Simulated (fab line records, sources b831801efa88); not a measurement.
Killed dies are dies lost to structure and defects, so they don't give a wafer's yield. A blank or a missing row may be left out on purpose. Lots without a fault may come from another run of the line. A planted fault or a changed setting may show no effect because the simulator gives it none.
Chamber matching | flow gf180mcu | GF_V3_CMP_04 on cmp-01: 4 sister chambers
The step polishes SiO2. 8 wafers are shown with their chamber, then 8 later ones without.

WAFERS WITH THEIR CHAMBER
wafer  | chamber | motor_current_A (A) | time_to_endpoint_s (s)
L345.5 | 0       | 10.3                | 91
L346.2 | 2       | 11.8                | 83
L346.4 | 3       | 13.5                | 80
L346.5 | 2       | 11.9                | 88
L348.6 | 0       | 10.2                | 93
L349.2 | 1       | 9.4                 | 77
L349.3 | 3       | 13.8                | 73
L349.6 | 1       | 9.8                 | 94

WAFERS WITHOUT THEIR CHAMBER
wafer  | motor_current_A (A) | time_to_endpoint_s (s)
L350.3 | 14.2                | 72
L350.4 | 10.0                | 81
L350.6 | 13.9                | 85
L352.2 | 14.3                | 68
L352.5 | 12.6                | 80
L352.6 | 13.4                | 80
L360.1 | 13.2                | 78
L360.2 | 10.4                | 79

WHICH CHAMBER EACH WENT THROUGH
wafer  | from the rows above     | in truth
L350.3 | 3                       | 3
L350.4 | can't be placed: 0 or 1 | 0
L350.6 | 3                       | 3
L352.2 | 3                       | 3
L352.5 | can't be placed: 2 or 3 | 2
L352.6 | 3                       | 3
L360.1 | 3                       | 3
L360.2 | 0                       | 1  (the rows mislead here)
Placed correctly: 5 of 8. Can't be placed from these rows: 2 (the true chamber is among the candidates in 2). Placed wrongly: 1.
How it was worked out, from the rows above alone: a wafer's distance from a chamber is the root of the sum, over the readings, of the square of ((its reading less the chamber's mean) divided by the reading's scatter). The wafer belongs to the nearest chamber; if the next one is less than 2 further off, it can't be placed. A chamber's mean is the mean of its shown wafers. The scatter: the root of (the sum of the squares of (reading less its chamber's mean) over the shown wafers, divided by (wafers less chambers)).
